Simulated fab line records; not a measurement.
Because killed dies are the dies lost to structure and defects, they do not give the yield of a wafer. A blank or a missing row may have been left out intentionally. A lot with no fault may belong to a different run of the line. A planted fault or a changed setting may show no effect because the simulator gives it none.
Chamber matching | flow gf180mcu | 4 sister chambers for GF_SAB_ETCH_11 on rie-diel-01
The step etches SiO2 in C4F8/O2/Ar, target depth 55 nm, time 8.5 s. 7 wafers are shown with their chamber, then 7 later ones without.

WAFERS PAIRED WITH THEIR CHAMBERS
wafer  | chamber | oes-product-au (a.u.)
L149.3 | 2       | 1.017
L161.3 | 3       | 1.001
L162.1 | 0       | 1.001
L162.3 | 2       | 0.999
L162.6 | 1       | 1.010
L163.2 | 0       | 0.996
L163.4 | 1       | 0.991

WAFERS WITH NO CHAMBER GIVEN
wafer  | oes-product-au (a.u.)
L163.6 | 0.997
L166.2 | 0.997
L166.3 | 1.002
L166.4 | 0.999
L167.2 | 0.998
L167.3 | 0.999
L167.4 | 0.993

CHAMBER TAKEN BY EACH
wafer  | from the rows above               | in truth
L163.6 | can't be placed: 0 or 1 or 3 or 2 | 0
L166.2 | can't be placed: 0 or 1 or 3 or 2 | 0
L166.3 | can't be placed: 3 or 1 or 0 or 2 | 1
L166.4 | can't be placed: 0 or 1 or 3 or 2 | 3
L167.2 | can't be placed: 0 or 1 or 3 or 2 | 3
L167.3 | can't be placed: 0 or 1 or 3 or 2 | 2
L167.4 | can't be placed: 0 or 1 or 3 or 2 | 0
Correctly placed: 0 of 7. Cannot be placed on the basis of these rows: 7; the candidates contain the true chamber in 7. 0 placed wrongly.
How it was worked out, from the rows above alone: a wafer's distance from a chamber is the root of the sum, over the readings, of the square of ((its reading less the chamber's mean) divided by the reading's scatter). If the next closest chamber is less than 2 further off than the closest, the wafer can't be placed; otherwise it belongs to the closest. The mean given for a chamber averages the wafers shown for that chamber. The scatter: the root of (the sum of the squares of (reading less its chamber's mean) over the shown wafers, divided by (wafers less chambers)).
